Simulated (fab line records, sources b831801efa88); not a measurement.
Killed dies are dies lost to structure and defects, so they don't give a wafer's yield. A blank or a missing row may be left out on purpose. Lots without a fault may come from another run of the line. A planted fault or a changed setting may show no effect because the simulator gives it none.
Chamber matching | flow gf180mcu | GF_V4_CMP_26 on cmp-02: 4 sister chambers
The step polishes, stops on SiO2, t overpolish 15 s, target thk 0 nm. 4 wafers are shown with their chamber, then 7 later ones without.

WAFERS WITH THEIR CHAMBER
wafer  | chamber | motor_current_A (A)
L698.6 | 1       | 11.3
L703.6 | 2       | 10.5
L714.2 | 3       | 9.9
L714.3 | 0       | 11.2

WAFERS WITHOUT THEIR CHAMBER
wafer  | motor_current_A (A)
L714.5 | 12.2
L716.3 | 11.4
L716.4 | 12.2
L716.6 | 11.8
L717.4 | 12.4
L717.5 | 11.8
L717.6 | 10.8

WHICH CHAMBER EACH WENT THROUGH
wafer  | from the rows above               | in truth
L714.5 | can't be placed: 1 or 0 or 2      | 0
L716.3 | can't be placed: 1 or 0 or 2      | 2
L716.4 | can't be placed: 1 or 0 or 2      | 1
L716.6 | can't be placed: 1 or 0 or 2      | 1
L717.4 | can't be placed: 1 or 0 or 2      | 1
L717.5 | can't be placed: 1 or 0 or 2      | 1
L717.6 | can't be placed: 2 or 0 or 1 or 3 | 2
Placed correctly: 0 of 7. Can't be placed from these rows: 7 (the true chamber is among the candidates in 7). Placed wrongly: 0.
How it was worked out, from the rows above alone: a wafer's distance from a chamber is the root of the sum, over the readings, of the square of ((its reading less the chamber's mean) divided by the reading's scatter). The wafer belongs to the nearest chamber; if the next one is less than 2 further off, it can't be placed. A chamber's mean is the mean of its shown wafers. The scatter: with one shown wafer a chamber, the root of the mean of the squares of how far each hidden wafer lies from its nearest shown one.
